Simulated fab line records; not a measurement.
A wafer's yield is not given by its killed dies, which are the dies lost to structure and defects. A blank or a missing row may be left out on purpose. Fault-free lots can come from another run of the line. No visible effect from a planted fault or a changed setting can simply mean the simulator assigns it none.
fab line records :: flow sfq_line
record:
  lots: 7
  wafers: 21
  last_day: 79
route steps=325 shown INCOMING@1 L0@3
lots with no fault: from the same line, run without faults
start_h: hours from the record's first day to the start of the lot's first wafer shown :: wait_h: hours elapsed since this lot's preceding step :: " unchanged from the row above :: L1.1+2: a row that stands for several wafers :: - no value present, or no start provided :: * or withheld: withheld :: < > ~ a bound
route shown NAME@n: NAME is a module with steps in the file, n the number in the route of the first one :: usual: mean/standard deviation taken from wafers without a fault :: same: alike in all rows :: chamber/n: place in a boat :: sites: readings site by site :: _std_site: how widely they spread, as a standard deviation :: _edge_site: mean of outer sites minus mean of inner sites :: radius_mm: how far each site lies from the wafer's centre :: mask NAME#n: copy n :: behind: tool/chamber where the wafer was last shaped :: hold: the reason the lot was held/the length of the hold in hours/how it ended :: device: the n, p or np transistor that did not switch :: end of line: at the end of the route, the tests of the same wafers :: step lacking rows: just its recipe :: killed: at the first sort, the dies lost to defects and structure; wafer yield is something else :: map: a wafer's dies, x killed, . not, _ none there
set.NAME: the run value of the setting; set.NAME@STEP: its run value at that earlier step :: model.NAME: the simulator's own value behind a step, which no gauge read
a table for each step, a row for each wafer; lots at some steps of the route
services: from which hour (start_h, from the record's first day; less than 0 if before it) a tool's chamber was out of use, for how many hours, and why
== steps ==
step: SFQ_INCOMING_BOW_MEAS_900
recipe:
  mode: bow
usual:
  INCOMING_BOW: 1/5.8
lot.wafer: L949.1
tool: film_metro-02
chamber: -
start_h: 35.00
wait_h: -
INCOMING_BOW[um]: 10

lot.wafer: L949.4
tool: film_metro-02
chamber: -
start_h: 35.00
wait_h: -
INCOMING_BOW[um]: -9

lot.wafer: L949.6
tool: film_metro-02
chamber: -
start_h: 35.00
wait_h: -
INCOMING_BOW[um]: -5

lot.wafer: L952.1
tool: film_metro-04
chamber: -
start_h: 50.00
wait_h: -
INCOMING_BOW[um]: 4

lot.wafer: L952.4
tool: film_metro-04
chamber: -
start_h: 50.00
wait_h: -
INCOMING_BOW[um]: -3

lot.wafer: L952.5
tool: film_metro-04
chamber: -
start_h: 50.00
wait_h: -
INCOMING_BOW[um]: 10

lot.wafer: L954.1
tool: film_metro-01
chamber: -
start_h: 60.00
wait_h: -
INCOMING_BOW[um]: 6

lot.wafer: L954.3
tool: film_metro-01
chamber: -
start_h: 60.00
wait_h: -
INCOMING_BOW[um]: -5

lot.wafer: L954.5
tool: film_metro-01
chamber: -
start_h: 60.00
wait_h: -
INCOMING_BOW[um]: 3

lot.wafer: L955.1
tool: film_metro-01
chamber: -
start_h: 65.00
wait_h: -
INCOMING_BOW[um]: -3

lot.wafer: L955.2
tool: film_metro-01
chamber: -
start_h: 65.00
wait_h: -
INCOMING_BOW[um]: 8

lot.wafer: L955.3
tool: film_metro-01
chamber: -
start_h: 65.00
wait_h: -
INCOMING_BOW[um]: 0

lot.wafer: L959.2
tool: film_metro-01
chamber: -
start_h: 85.02
wait_h: -
INCOMING_BOW[um]: -1

lot.wafer: L959.3
tool: film_metro-01
chamber: -
start_h: 85.02
wait_h: -
INCOMING_BOW[um]: -5

lot.wafer: L959.5
tool: film_metro-01
chamber: -
start_h: 85.02
wait_h: -
INCOMING_BOW[um]: 1

lot.wafer: L961.1
tool: film_metro-04
chamber: -
start_h: 95.00
wait_h: -
INCOMING_BOW[um]: -2

lot.wafer: L961.3
tool: film_metro-04
chamber: -
start_h: 95.00
wait_h: -
INCOMING_BOW[um]: -4

lot.wafer: L961.5
tool: film_metro-04
chamber: -
start_h: 95.00
wait_h: -
INCOMING_BOW[um]: 2

lot.wafer: L963.1
tool: film_metro-01
chamber: -
start_h: 105.00
wait_h: -
INCOMING_BOW[um]: 5

lot.wafer: L963.4
tool: film_metro-01
chamber: -
start_h: 105.00
wait_h: -
INCOMING_BOW[um]: 10

lot.wafer: L963.6
tool: film_metro-01
chamber: -
start_h: 105.00
wait_h: -
INCOMING_BOW[um]: -3
step: SFQ_TRILAYER_INCOMING_OXIDATION_002
recipe:
  temp_c: 1000
  ambient: H2O
  target_thk_a: 5000
  p_h2o_torr: 720
  ox_time_s: 4939
step: SFQ_TRILAYER_L0_DEP_SPUTTER_003
recipe:
  material: MoNx_KI
  base_pressure_pa: 1.33e-06
  target_thk_nm: 40
  power_w: 800
  time_s: 100
  chamber_pressure_pa: 0.4
usual:
  throttle_valve_pct: 29.9/1.1
lot.wafer: L949.1
tool: pvd_sputter-05
chamber: -
start_h: 37.49
wait_h: 0.0
throttle_valve_pct: 29.1

lot.wafer: L949.4
tool: pvd_sputter-05
chamber: -
start_h: 37.49
wait_h: 0.0
throttle_valve_pct: 30.3

lot.wafer: L949.6
tool: pvd_sputter-05
chamber: -
start_h: 37.49
wait_h: 0.0
throttle_valve_pct: 31.5

lot.wafer: L952.1
tool: pvd_sputter-06
chamber: -
start_h: 52.49
wait_h: 0.0
throttle_valve_pct: 28.9

lot.wafer: L952.4
tool: pvd_sputter-06
chamber: -
start_h: 52.49
wait_h: 0.0
throttle_valve_pct: 30.4

lot.wafer: L952.5
tool: pvd_sputter-06
chamber: -
start_h: 52.49
wait_h: 0.0
throttle_valve_pct: 28.2

lot.wafer: L954.1
tool: pvd_sputter-03
chamber: -
start_h: 62.49
wait_h: 0.0
throttle_valve_pct: 30.5

lot.wafer: L954.3
tool: pvd_sputter-03
chamber: -
start_h: 62.49
wait_h: 0.0
throttle_valve_pct: 28.9

lot.wafer: L954.5
tool: pvd_sputter-03
chamber: -
start_h: 62.49
wait_h: 0.0
throttle_valve_pct: 28.7

lot.wafer: L955.1
tool: pvd_sputter-03
chamber: -
start_h: 67.49
wait_h: 0.0
throttle_valve_pct: 30.2

lot.wafer: L955.2
tool: pvd_sputter-03
chamber: -
start_h: 67.49
wait_h: 0.0
throttle_valve_pct: 31.5

lot.wafer: L955.3
tool: pvd_sputter-03
chamber: -
start_h: 67.49
wait_h: 0.0
throttle_valve_pct: 29.2

lot.wafer: L959.2
tool: pvd_sputter-03
chamber: -
start_h: 87.49
wait_h: 0.0
throttle_valve_pct: 29.0

lot.wafer: L959.3
tool: pvd_sputter-03
chamber: -
start_h: 87.49
wait_h: 0.0
throttle_valve_pct: 31.0

lot.wafer: L959.5
tool: pvd_sputter-03
chamber: -
start_h: 87.49
wait_h: 0.0
throttle_valve_pct: 30.3

lot.wafer: L961.1
tool: pvd_sputter-05
chamber: -
start_h: 97.49
wait_h: 0.0
throttle_valve_pct: 30.4

lot.wafer: L961.3
tool: pvd_sputter-05
chamber: -
start_h: 97.49
wait_h: 0.0
throttle_valve_pct: 29.1

lot.wafer: L961.5
tool: pvd_sputter-05
chamber: -
start_h: 97.49
wait_h: 0.0
throttle_valve_pct: 29.0

lot.wafer: L963.1
tool: pvd_sputter-06
chamber: -
start_h: 107.49
wait_h: 0.0
throttle_valve_pct: 27.9

lot.wafer: L963.4
tool: pvd_sputter-06
chamber: -
start_h: 107.49
wait_h: 0.0
throttle_valve_pct: 30.7

lot.wafer: L963.6
tool: pvd_sputter-06
chamber: -
start_h: 107.49
wait_h: 0.0
throttle_valve_pct: 28.8
step: SFQ_L0_RS_MEAS_901
recipe:
  thk_meas_gauge: four-point-probe
  reads: MoNx_KI_of_TRILAYER_L0_DEP_SPUTTER_003
usual:
  L0_MONX_KI_RS: 43.4/0.52
lot.wafer: L949.1
tool: film_metro-03
chamber: -
start_h: 37.56
wait_h: 0.0
L0_MONX_KI_RS[ohm/sq]: 43.2

lot.wafer: L949.4
tool: film_metro-03
chamber: -
start_h: 37.56
wait_h: 0.0
L0_MONX_KI_RS[ohm/sq]: 43.8

lot.wafer: L949.6
tool: film_metro-03
chamber: -
start_h: 37.56
wait_h: 0.0
L0_MONX_KI_RS[ohm/sq]: 43.8

lot.wafer: L952.1
tool: film_metro-01
chamber: -
start_h: 52.56
wait_h: 0.0
L0_MONX_KI_RS[ohm/sq]: 42.5

lot.wafer: L952.4
tool: film_metro-01
chamber: -
start_h: 52.56
wait_h: 0.0
L0_MONX_KI_RS[ohm/sq]: 43.6

lot.wafer: L952.5
tool: film_metro-01
chamber: -
start_h: 52.56
wait_h: 0.0
L0_MONX_KI_RS[ohm/sq]: 42.8

lot.wafer: L954.1
tool: film_metro-03
chamber: -
start_h: 62.56
wait_h: 0.0
L0_MONX_KI_RS[ohm/sq]: 43.5

lot.wafer: L954.3
tool: film_metro-03
chamber: -
start_h: 62.56
wait_h: 0.0
L0_MONX_KI_RS[ohm/sq]: 43.6

lot.wafer: L954.5
tool: film_metro-03
chamber: -
start_h: 62.56
wait_h: 0.0
L0_MONX_KI_RS[ohm/sq]: 43.8

lot.wafer: L955.1
tool: film_metro-03
chamber: -
start_h: 67.56
wait_h: 0.0
L0_MONX_KI_RS[ohm/sq]: 43.5

lot.wafer: L955.2
tool: film_metro-03
chamber: -
start_h: 67.56
wait_h: 0.0
L0_MONX_KI_RS[ohm/sq]: 43.6

lot.wafer: L955.3
tool: film_metro-03
chamber: -
start_h: 67.56
wait_h: 0.0
L0_MONX_KI_RS[ohm/sq]: 43.4

lot.wafer: L959.2
tool: film_metro-04
chamber: -
start_h: 87.58
wait_h: 0.1
L0_MONX_KI_RS[ohm/sq]: 43.2

lot.wafer: L959.3
tool: film_metro-04
chamber: -
start_h: 87.58
wait_h: 0.1
L0_MONX_KI_RS[ohm/sq]: 43.0

lot.wafer: L959.5
tool: film_metro-04
chamber: -
start_h: 87.58
wait_h: 0.1
L0_MONX_KI_RS[ohm/sq]: 43.2

lot.wafer: L961.1
tool: film_metro-04
chamber: -
start_h: 97.56
wait_h: 0.0
L0_MONX_KI_RS[ohm/sq]: 43.2

lot.wafer: L961.3
tool: film_metro-04
chamber: -
start_h: 97.56
wait_h: 0.0
L0_MONX_KI_RS[ohm/sq]: 43.0

lot.wafer: L961.5
tool: film_metro-04
chamber: -
start_h: 97.56
wait_h: 0.0
L0_MONX_KI_RS[ohm/sq]: 43.0

lot.wafer: L963.1
tool: film_metro-03
chamber: -
start_h: 107.56
wait_h: 0.0
L0_MONX_KI_RS[ohm/sq]: 44.5

lot.wafer: L963.4
tool: film_metro-03
chamber: -
start_h: 107.56
wait_h: 0.0
L0_MONX_KI_RS[ohm/sq]: 44.3

lot.wafer: L963.6
tool: film_metro-03
chamber: -
start_h: 107.56
wait_h: 0.0
L0_MONX_KI_RS[ohm/sq]: 43.2
step: SFQ_L0_THK_MEAS_902
recipe:
  thk_meas_gauge: xrf
  reads: MoNx_KI_of_TRILAYER_L0_DEP_SPUTTER_003
usual:
  L0_MONX_KI_THK: 40.0/0.5
lot.wafer: L949.1
tool: film_metro-03
chamber: -
start_h: 37.68
wait_h: 0.1
L0_MONX_KI_THK[nm]: 40.3

lot.wafer: L949.4
tool: film_metro-03
chamber: -
start_h: 37.68
wait_h: 0.1
L0_MONX_KI_THK[nm]: 39.6

lot.wafer: L949.6
tool: film_metro-03
chamber: -
start_h: 37.68
wait_h: 0.1
L0_MONX_KI_THK[nm]: 39.4

lot.wafer: L952.1
tool: film_metro-01
chamber: -
start_h: 52.68
wait_h: 0.1
L0_MONX_KI_THK[nm]: 40.8

lot.wafer: L952.4
tool: film_metro-01
chamber: -
start_h: 52.68
wait_h: 0.1
L0_MONX_KI_THK[nm]: 39.9

lot.wafer: L952.5
tool: film_metro-01
chamber: -
start_h: 52.68
wait_h: 0.1
L0_MONX_KI_THK[nm]: 40.9

lot.wafer: L954.1
tool: film_metro-03
chamber: -
start_h: 62.68
wait_h: 0.1
L0_MONX_KI_THK[nm]: 39.7

lot.wafer: L954.3
tool: film_metro-03
chamber: -
start_h: 62.68
wait_h: 0.1
L0_MONX_KI_THK[nm]: 39.8

lot.wafer: L954.5
tool: film_metro-03
chamber: -
start_h: 62.68
wait_h: 0.1
L0_MONX_KI_THK[nm]: 39.7

lot.wafer: L955.1
tool: film_metro-03
chamber: -
start_h: 67.68
wait_h: 0.1
L0_MONX_KI_THK[nm]: 39.8

lot.wafer: L955.2
tool: film_metro-03
chamber: -
start_h: 67.68
wait_h: 0.1
L0_MONX_KI_THK[nm]: 39.7

lot.wafer: L955.3
tool: film_metro-03
chamber: -
start_h: 67.68
wait_h: 0.1
L0_MONX_KI_THK[nm]: 39.9

lot.wafer: L959.2
tool: film_metro-04
chamber: -
start_h: 87.69
wait_h: 0.1
L0_MONX_KI_THK[nm]: 40.1

lot.wafer: L959.3
tool: film_metro-04
chamber: -
start_h: 87.69
wait_h: 0.1
L0_MONX_KI_THK[nm]: 40.1

lot.wafer: L959.5
tool: film_metro-04
chamber: -
start_h: 87.69
wait_h: 0.1
L0_MONX_KI_THK[nm]: 40.2

lot.wafer: L961.1
tool: film_metro-04
chamber: -
start_h: 97.68
wait_h: 0.1
L0_MONX_KI_THK[nm]: 40.2

lot.wafer: L961.3
tool: film_metro-04
chamber: -
start_h: 97.68
wait_h: 0.1
L0_MONX_KI_THK[nm]: 40.3

lot.wafer: L961.5
tool: film_metro-04
chamber: -
start_h: 97.68
wait_h: 0.1
L0_MONX_KI_THK[nm]: 40.4

lot.wafer: L963.1
tool: film_metro-03
chamber: -
start_h: 107.68
wait_h: 0.1
L0_MONX_KI_THK[nm]: 38.8

lot.wafer: L963.4
tool: film_metro-03
chamber: -
start_h: 107.68
wait_h: 0.1
L0_MONX_KI_THK[nm]: 39.0

lot.wafer: L963.6
tool: film_metro-03
chamber: -
start_h: 107.68
wait_h: 0.1
L0_MONX_KI_THK[nm]: 40.1
step: SFQ_TRILAYER_L0_LITHO_COAT_010
recipe:
  resist: BARC
  spin_rpm: 3000
  resist_thk_nm: 62
usual:
  resist_line_temp_C: 23.02/0.11
lot.wafer: L949.1
tool: litho_track-02
chamber: 0
start_h: 37.92
wait_h: 0.2
resist_line_temp_C: 23.04
model.BARC_of_TRILAYER_L0_LITHO_COAT_010.thk_nm: 62.11

lot.wafer: L949.4
tool: litho_track-02
chamber: 0
start_h: 37.92
wait_h: 0.2
resist_line_temp_C: 23.09
model.BARC_of_TRILAYER_L0_LITHO_COAT_010.thk_nm: 61.81

lot.wafer: L949.6
tool: litho_track-02
chamber: 0
start_h: 37.92
wait_h: 0.2
resist_line_temp_C: 23.11
model.BARC_of_TRILAYER_L0_LITHO_COAT_010.thk_nm: 61.93

lot.wafer: L952.1
tool: litho_track-04
chamber: 0
start_h: 52.74
wait_h: 0.1
resist_line_temp_C: 23.11
model.BARC_of_TRILAYER_L0_LITHO_COAT_010.thk_nm: 61.96

lot.wafer: L952.4
tool: litho_track-04
chamber: 0
start_h: 52.74
wait_h: 0.1
resist_line_temp_C: 23.13
model.BARC_of_TRILAYER_L0_LITHO_COAT_010.thk_nm: 62.09

lot.wafer: L952.5
tool: litho_track-04
chamber: 0
start_h: 52.74
wait_h: 0.1
resist_line_temp_C: 23.04
model.BARC_of_TRILAYER_L0_LITHO_COAT_010.thk_nm: 62.02

lot.wafer: L954.1
tool: litho_track-03
chamber: 0
start_h: 62.74
wait_h: 0.1
resist_line_temp_C: 22.94
model.BARC_of_TRILAYER_L0_LITHO_COAT_010.thk_nm: 62.2

lot.wafer: L954.3
tool: litho_track-03
chamber: 0
start_h: 62.74
wait_h: 0.1
resist_line_temp_C: 22.89
model.BARC_of_TRILAYER_L0_LITHO_COAT_010.thk_nm: 62.1

lot.wafer: L954.5
tool: litho_track-03
chamber: 0
start_h: 62.74
wait_h: 0.1
resist_line_temp_C: 22.99
model.BARC_of_TRILAYER_L0_LITHO_COAT_010.thk_nm: 62.24

lot.wafer: L955.1
tool: litho_track-04
chamber: 0
start_h: 67.74
wait_h: 0.1
resist_line_temp_C: 23.07
model.BARC_of_TRILAYER_L0_LITHO_COAT_010.thk_nm: 62.24

lot.wafer: L955.2
tool: litho_track-04
chamber: 0
start_h: 67.74
wait_h: 0.1
resist_line_temp_C: 22.92
model.BARC_of_TRILAYER_L0_LITHO_COAT_010.thk_nm: 62.28

lot.wafer: L955.3
tool: litho_track-04
chamber: 0
start_h: 67.74
wait_h: 0.1
resist_line_temp_C: 22.97
model.BARC_of_TRILAYER_L0_LITHO_COAT_010.thk_nm: 62.27

lot.wafer: L959.2
tool: litho_track-02
chamber: 0
start_h: 87.79
wait_h: 0.1
resist_line_temp_C: 23.01
model.BARC_of_TRILAYER_L0_LITHO_COAT_010.thk_nm: 65.65

lot.wafer: L959.3
tool: litho_track-02
chamber: 0
start_h: 87.79
wait_h: 0.1
resist_line_temp_C: 23.08
model.BARC_of_TRILAYER_L0_LITHO_COAT_010.thk_nm: 62.21

lot.wafer: L959.5
tool: litho_track-02
chamber: 0
start_h: 87.79
wait_h: 0.1
resist_line_temp_C: 23.03
model.BARC_of_TRILAYER_L0_LITHO_COAT_010.thk_nm: 62.29

lot.wafer: L961.1
tool: litho_track-02
chamber: 0
start_h: 97.74
wait_h: 0.1
resist_line_temp_C: 22.97
model.BARC_of_TRILAYER_L0_LITHO_COAT_010.thk_nm: 65.18

lot.wafer: L961.3
tool: litho_track-02
chamber: 0
start_h: 97.74
wait_h: 0.1
resist_line_temp_C: 23.16
model.BARC_of_TRILAYER_L0_LITHO_COAT_010.thk_nm: 61.8

lot.wafer: L961.5
tool: litho_track-02
chamber: 0
start_h: 97.74
wait_h: 0.1
resist_line_temp_C: 22.96
model.BARC_of_TRILAYER_L0_LITHO_COAT_010.thk_nm: 61.95

lot.wafer: L963.1
tool: litho_track-02
chamber: 0
start_h: 107.74
wait_h: 0.1
resist_line_temp_C: 23.17
model.BARC_of_TRILAYER_L0_LITHO_COAT_010.thk_nm: 65.41

lot.wafer: L963.4
tool: litho_track-02
chamber: 0
start_h: 107.74
wait_h: 0.1
resist_line_temp_C: 22.98
model.BARC_of_TRILAYER_L0_LITHO_COAT_010.thk_nm: 61.97

lot.wafer: L963.6
tool: litho_track-02
chamber: 0
start_h: 107.74
wait_h: 0.1
resist_line_temp_C: 23.13
model.BARC_of_TRILAYER_L0_LITHO_COAT_010.thk_nm: 65.23
step: SFQ_TRILAYER_L0_LITHO_COAT_005
recipe:
  resist: KrF
  spin_rpm: 3000
  resist_thk_nm: 600
step: SFQ_TRILAYER_L0_LITHO_SOFTBAKE_009
recipe:
  temp_c: withheld
  time_s: withheld
  resist: KrF
step: SFQ_TRILAYER_L0_LITHO_EXPOSE_006
recipe:
  mask_id: L0
  na: 0.6
  source_shape: conventional
  sigma_outer: 0.65
  target_cd_nm: 2000
  dose_mj: 14.4
step: SFQ_TRILAYER_L0_LITHO_PEB_008
recipe:
  peb_temp_c: 115
  peb_time_s: 60
  resist: KrF
step: SFQ_TRILAYER_L0_LITHO_DEVELOP_007
recipe:
  time_s: 60
  resist: KrF
step: SFQ_TRILAYER_L0_BARC_OPEN_METAL_ETCH_010
recipe:
  mask_material: PR
  chemistry: O2
  target_depth_nm: 125
  target: BARC
  icp_w: 600
  bias_w: 80
  pressure_mtorr: 10
  time_s: 41.7
usual:
  drypump_motor_current_A: 5.8/0.56
  oes_product_au: 0.685/0.0044
lot.wafer: L949.1
tool: rie_metal-02
chamber: 0
start_h: 110.98
wait_h: 0.1
drypump_motor_current_A: 4.8
oes_product_au: 0.687
rf_hours_counter_h: 159
model.etch.depth_nm: 62.11

lot.wafer: L949.4
tool: rie_metal-02
chamber: 0
start_h: 110.98
wait_h: 0.1
drypump_motor_current_A: 4.8
oes_product_au: 0.686
rf_hours_counter_h: -
model.etch.depth_nm: 61.81

lot.wafer: L949.6
tool: rie_metal-02
chamber: 1
start_h: 110.98
wait_h: 0.1
drypump_motor_current_A: 6.0
oes_product_au: 0.682
rf_hours_counter_h: -
model.etch.depth_nm: 61.93

lot.wafer: L952.1
tool: rie_metal-01
chamber: 0
start_h: 125.38
wait_h: 0.1
drypump_motor_current_A: 5.8
oes_product_au: 0.681
rf_hours_counter_h: 83
model.etch.depth_nm: 61.96

lot.wafer: L952.4
tool: rie_metal-01
chamber: 0
start_h: 125.38
wait_h: 0.1
drypump_motor_current_A: 5.9
oes_product_au: 0.694
rf_hours_counter_h: -
model.etch.depth_nm: 62.09

lot.wafer: L952.5
tool: rie_metal-01
chamber: 0
start_h: 125.38
wait_h: 0.1
drypump_motor_current_A: 5.9
oes_product_au: 0.689
rf_hours_counter_h: -
model.etch.depth_nm: 62.02

lot.wafer: L954.1
tool: rie_metal-02
chamber: 0
start_h: 134.98
wait_h: 0.1
drypump_motor_current_A: 4.9
oes_product_au: 0.684
rf_hours_counter_h: 163
model.etch.depth_nm: 62.2

lot.wafer: L954.3
tool: rie_metal-02
chamber: 0
start_h: 134.98
wait_h: 0.1
drypump_motor_current_A: 4.8
oes_product_au: 0.684
rf_hours_counter_h: -
model.etch.depth_nm: 62.1

lot.wafer: L954.5
tool: rie_metal-02
chamber: 0
start_h: 134.98
wait_h: 0.1
drypump_motor_current_A: 4.8
oes_product_au: 0.686
rf_hours_counter_h: -
model.etch.depth_nm: 62.24

lot.wafer: L955.1
tool: rie_metal-01
chamber: 1
start_h: 142.03
wait_h: 0.1
drypump_motor_current_A: 6.1
oes_product_au: 0.684
rf_hours_counter_h: 141
model.etch.depth_nm: 62.24

lot.wafer: L955.2
tool: rie_metal-01
chamber: 0
start_h: 142.03
wait_h: 0.1
drypump_motor_current_A: 5.8
oes_product_au: 0.687
rf_hours_counter_h: 87
model.etch.depth_nm: 62.28

lot.wafer: L955.3
tool: rie_metal-01
chamber: 0
start_h: 142.03
wait_h: 0.1
drypump_motor_current_A: 5.8
oes_product_au: 0.686
rf_hours_counter_h: -
model.etch.depth_nm: 62.27

lot.wafer: L959.2
tool: rie_metal-01
chamber: 0
start_h: 163.58
wait_h: 0.1
drypump_motor_current_A: 5.8
oes_product_au: 0.705
rf_hours_counter_h: 91
model.etch.depth_nm: 65.65

lot.wafer: L959.3
tool: rie_metal-01
chamber: 1
start_h: 163.58
wait_h: 0.1
drypump_motor_current_A: 6.0
oes_product_au: 0.684
rf_hours_counter_h: -
model.etch.depth_nm: 62.21

lot.wafer: L959.5
tool: rie_metal-01
chamber: 1
start_h: 163.58
wait_h: 0.1
drypump_motor_current_A: 6.1
oes_product_au: 0.692
rf_hours_counter_h: -
model.etch.depth_nm: 62.29

lot.wafer: L961.1
tool: rie_metal-01
chamber: 1
start_h: 175.71
wait_h: 0.1
drypump_motor_current_A: 6.0
oes_product_au: 0.702
rf_hours_counter_h: 148
model.etch.depth_nm: 65.18

lot.wafer: L961.3
tool: rie_metal-01
chamber: 1
start_h: 175.71
wait_h: 0.1
drypump_motor_current_A: 6.1
oes_product_au: 0.691
rf_hours_counter_h: -
model.etch.depth_nm: 61.8

lot.wafer: L961.5
tool: rie_metal-01
chamber: 0
start_h: 175.71
wait_h: 0.1
drypump_motor_current_A: 5.8
oes_product_au: 0.684
rf_hours_counter_h: -
model.etch.depth_nm: 61.95

lot.wafer: L963.1
tool: rie_metal-01
chamber: 1
start_h: 188.80
wait_h: 0.1
drypump_motor_current_A: 6.1
oes_product_au: 0.701
rf_hours_counter_h: 151
model.etch.depth_nm: 65.41

lot.wafer: L963.4
tool: rie_metal-01
chamber: 1
start_h: 188.80
wait_h: 0.1
drypump_motor_current_A: 6.1
oes_product_au: 0.683
rf_hours_counter_h: -
model.etch.depth_nm: 61.97

lot.wafer: L963.6
tool: rie_metal-01
chamber: 1
start_h: 188.80
wait_h: 0.1
drypump_motor_current_A: 6.0
oes_product_au: 0.709
rf_hours_counter_h: -
model.etch.depth_nm: 65.23
step: SFQ_TRILAYER_L0_ETCH_METAL_ETCH_008
recipe:
  target: MoNx_KI
  stop_on: SiO2
  mask_material: PR
  chemistry: SF6/O2
  target_depth_nm: 50
  icp_w: 600
  bias_w: 80
  pressure_mtorr: 10
  time_s: 25
usual:
  drypump_motor_current_A: 5.8/0.56
  oes_product_au: 0.875/0.0075
lot.wafer: L949.1
tool: rie_metal-02
chamber: 0
start_h: 111.04
wait_h: 0.0
drypump_motor_current_A: 4.9
oes_product_au: 0.871
rf_hours_counter_h: 159

lot.wafer: L949.4
tool: rie_metal-02
chamber: 0
start_h: 111.04
wait_h: 0.0
drypump_motor_current_A: 4.8
oes_product_au: 0.867
rf_hours_counter_h: -

lot.wafer: L949.6
tool: rie_metal-02
chamber: 1
start_h: 111.04
wait_h: 0.0
drypump_motor_current_A: 6.0
oes_product_au: 0.860
rf_hours_counter_h: -

lot.wafer: L952.1
tool: rie_metal-01
chamber: 0
start_h: 125.44
wait_h: 0.0
drypump_motor_current_A: 5.9
oes_product_au: 0.890
rf_hours_counter_h: 83

lot.wafer: L952.4
tool: rie_metal-01
chamber: 0
start_h: 125.44
wait_h: 0.0
drypump_motor_current_A: 5.9
oes_product_au: 0.873
rf_hours_counter_h: -

lot.wafer: L952.5
tool: rie_metal-01
chamber: 0
start_h: 125.44
wait_h: 0.0
drypump_motor_current_A: 5.8
oes_product_au: 0.886
rf_hours_counter_h: -

lot.wafer: L954.1
tool: rie_metal-02
chamber: 0
start_h: 135.04
wait_h: 0.0
drypump_motor_current_A: 4.8
oes_product_au: 0.868
rf_hours_counter_h: 163

lot.wafer: L954.3
tool: rie_metal-02
chamber: 0
start_h: 135.04
wait_h: 0.0
drypump_motor_current_A: 4.9
oes_product_au: 0.872
rf_hours_counter_h: -

lot.wafer: L954.5
tool: rie_metal-02
chamber: 0
start_h: 135.04
wait_h: 0.0
drypump_motor_current_A: 4.9
oes_product_au: 0.864
rf_hours_counter_h: -

lot.wafer: L955.1
tool: rie_metal-01
chamber: 1
start_h: 142.09
wait_h: 0.0
drypump_motor_current_A: 6.1
oes_product_au: 0.872
rf_hours_counter_h: 141

lot.wafer: L955.2
tool: rie_metal-01
chamber: 0
start_h: 142.09
wait_h: 0.0
drypump_motor_current_A: 5.9
oes_product_au: 0.869
rf_hours_counter_h: 87

lot.wafer: L955.3
tool: rie_metal-01
chamber: 0
start_h: 142.09
wait_h: 0.0
drypump_motor_current_A: 5.8
oes_product_au: 0.879
rf_hours_counter_h: -

lot.wafer: L959.2
tool: rie_metal-01
chamber: 0
start_h: 163.64
wait_h: 0.0
drypump_motor_current_A: 5.9
oes_product_au: 0.877
rf_hours_counter_h: 91

lot.wafer: L959.3
tool: rie_metal-01
chamber: 1
start_h: 163.64
wait_h: 0.0
drypump_motor_current_A: 6.1
oes_product_au: 0.878
rf_hours_counter_h: -

lot.wafer: L959.5
tool: rie_metal-01
chamber: 1
start_h: 163.64
wait_h: 0.0
drypump_motor_current_A: 6.1
oes_product_au: 0.877
rf_hours_counter_h: -

lot.wafer: L961.1
tool: rie_metal-01
chamber: 1
start_h: 175.77
wait_h: 0.0
drypump_motor_current_A: 6.1
oes_product_au: 0.884
rf_hours_counter_h: 148

lot.wafer: L961.3
tool: rie_metal-01
chamber: 1
start_h: 175.77
wait_h: 0.0
drypump_motor_current_A: 6.0
oes_product_au: 0.883
rf_hours_counter_h: -

lot.wafer: L961.5
tool: rie_metal-01
chamber: 0
start_h: 175.77
wait_h: 0.0
drypump_motor_current_A: 5.8
oes_product_au: 0.886
rf_hours_counter_h: -

lot.wafer: L963.1
tool: rie_metal-01
chamber: 1
start_h: 188.86
wait_h: 0.0
drypump_motor_current_A: 6.0
oes_product_au: 0.862
rf_hours_counter_h: 151

lot.wafer: L963.4
tool: rie_metal-01
chamber: 1
start_h: 188.86
wait_h: 0.0
drypump_motor_current_A: 6.0
oes_product_au: 0.861
rf_hours_counter_h: -

lot.wafer: L963.6
tool: rie_metal-01
chamber: 1
start_h: 188.86
wait_h: 0.0
drypump_motor_current_A: 6.0
oes_product_au: 0.874
rf_hours_counter_h: -
== services ==
tool: pvd_sputter-05
chamber: -
start_h: 46.61
hours: 1.8
kind: repair

tool: rie_metal-02
chamber: -
start_h: 47.64
hours: 1.4
kind: pm

tool: pvd_sputter-06
chamber: -
start_h: 49.47
hours: 1.5
kind: repair

tool: pvd_sputter-03
chamber: 3
start_h: 100.30
hours: -
kind: consumable_replace:kit

tool: pvd_sputter-03
chamber: 3
start_h: 100.30
hours: 18.0
kind: scheduled_down

tool: pvd_sputter-03
chamber: 3
start_h: 100.30
hours: 18.0
kind: vent_cycle

tool: rie_metal-01
chamber: -
start_h: 112.10
hours: 2.8
kind: pm

tool: pvd_sputter-03
chamber: -
start_h: 134.98
hours: 2.4
kind: repair

tool: pvd_sputter-05
chamber: -
start_h: 160.48
hours: 3.0
kind: repair

tool: pvd_sputter-03
chamber: -
start_h: 181.83
hours: 0.6
kind: repair
== key ==
first_sign:
  step: SFQ_TRILAYER_L0_BARC_OPEN_METAL_ETCH_010
  reading: oes_product_au
  direction: up
  sigmas: 4.4
  usual: 0.685
  struck: 0.704
effect none on later readings
model_effect:
  step: SFQ_TRILAYER_L0_LITHO_COAT_010
  value: BARC_of_TRILAYER_L0_LITHO_COAT_010.thk_nm
  without: 61.94
  struck: 65.37
model_effect:
  step: SFQ_TRILAYER_L0_BARC_OPEN_METAL_ETCH_010
  value: etch.depth_nm
  without: 61.94
  struck: 65.37
met_at SFQ_TRILAYER_L0_LITHO_COAT_010
struck_wafers L959.2,L961.1,L963.1,L963.6
onset_between 37.92 87.79
fault:
  kind: process_parameter_drift
  tool: litho_track-02
  chamber: -
  onset_h: 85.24
  steps: SFQ_TRILAYER_L0_LITHO_COAT_010
  channel: resist_thk_nm
  offset: 3.4267
  shape: step
  end_h: 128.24
  scope: struck_wafers_only
  acts_in: these_recipes_only
  stated: 62
